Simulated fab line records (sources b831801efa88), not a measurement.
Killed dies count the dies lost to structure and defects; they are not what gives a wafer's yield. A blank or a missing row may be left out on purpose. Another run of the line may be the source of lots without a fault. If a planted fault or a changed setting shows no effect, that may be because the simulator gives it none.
Which tool did it? :: flow sky130 :: Sampling: 7 lots, 21 wafers, 3 of 708 route steps

== WHAT THE GAUGES SHOWED, per wafer ==
SKY_VIA1_THK_MEAS_23: measures by xrf.
lot: L490
measured: day 34 11:43
on: film metro-04
VIA1_W_THK (nm): 275 277 277

lot: L493
measured: day 34 20:22
on: film metro-02
VIA1_W_THK (nm): 275 275 278

lot: L496
measured: day 36 07:21
on: film metro-03
VIA1_W_THK (nm): 273 274 264

lot: L498
measured: day 36 16:41
on: film metro-04
VIA1_W_THK (nm): 281 281 283

lot: L510
measured: day 40 12:46
on: film metro-03
VIA1_W_THK (nm): 268 276 273

lot: L512
measured: day 41 07:08
on: film metro-03
VIA1_W_THK (nm): 267 270 268

== WHAT TOOL EACH LOT RAN ON (gives the tool, then ch and the chambers of the sampled wafers, and finally the start) ==
lot: L490
SKY_CONTACT_CMP_27: cmp-01 ch 0,3, day 32 03:22
SKY_VIA1_CVD_21: cvd w-01 ch 0,1, day 34 11:30

lot: L493
SKY_CONTACT_CMP_27: cmp-02 ch 1,2, day 32 12:25
SKY_VIA1_CVD_21: cvd w-01 ch 0,1, day 34 20:08

lot: L496
SKY_CONTACT_CMP_27: cmp-02 ch 0,2,3, day 33 23:08
SKY_VIA1_CVD_21: cvd w-02 ch 0,1, day 36 07:08

lot: L498
SKY_CONTACT_CMP_27: cmp-02 ch 0,1,3, day 34 07:47
SKY_VIA1_CVD_21: cvd w-01 ch 0,1, day 36 16:29

lot: L501
SKY_CONTACT_CMP_27: cmp-02 ch 0,2,3, day 35 20:22
SKY_VIA1_CVD_21: -

lot: L510
SKY_CONTACT_CMP_27: cmp-02 ch 1,2,3, day 38 06:25
SKY_VIA1_CVD_21: cvd w-01 ch 0,1, day 40 12:33

lot: L512
SKY_CONTACT_CMP_27: cmp-02 ch 1,3, day 39 02:43
SKY_VIA1_CVD_21: cvd w-02 ch 0,1, day 41 06:54
- SKY_CONTACT_CMP_27: polishes, stops on SiO2, t overpolish 15 s, target thk 0 nm.
- SKY_VIA1_CVD_21: deposits W, target thk 270 nm, time 80.902 s.

== THE ANSWER, worked out from the rows above alone ==
Rule: usual is defined by the lots themselves. The widest of any qualifying gaps counts: lots, ordered by their means at a reading, are off when they make up no more than a third of the lots, leave a main group of 4 or more, and stand apart from it by 3 or more times the standard deviation of that group's means. Not used: any main group whose means are identical at the precision the tables above print for the reading. Also off: a lot with no number at a reading for which 4 or more lots have one. Where the step has rows for the other lots, those lots are counted as sound.
No lot is off on any of the readings shown, so nothing can be concluded from this.

== WHAT HAD BEEN PUT IN BY THE SIMULATOR ==
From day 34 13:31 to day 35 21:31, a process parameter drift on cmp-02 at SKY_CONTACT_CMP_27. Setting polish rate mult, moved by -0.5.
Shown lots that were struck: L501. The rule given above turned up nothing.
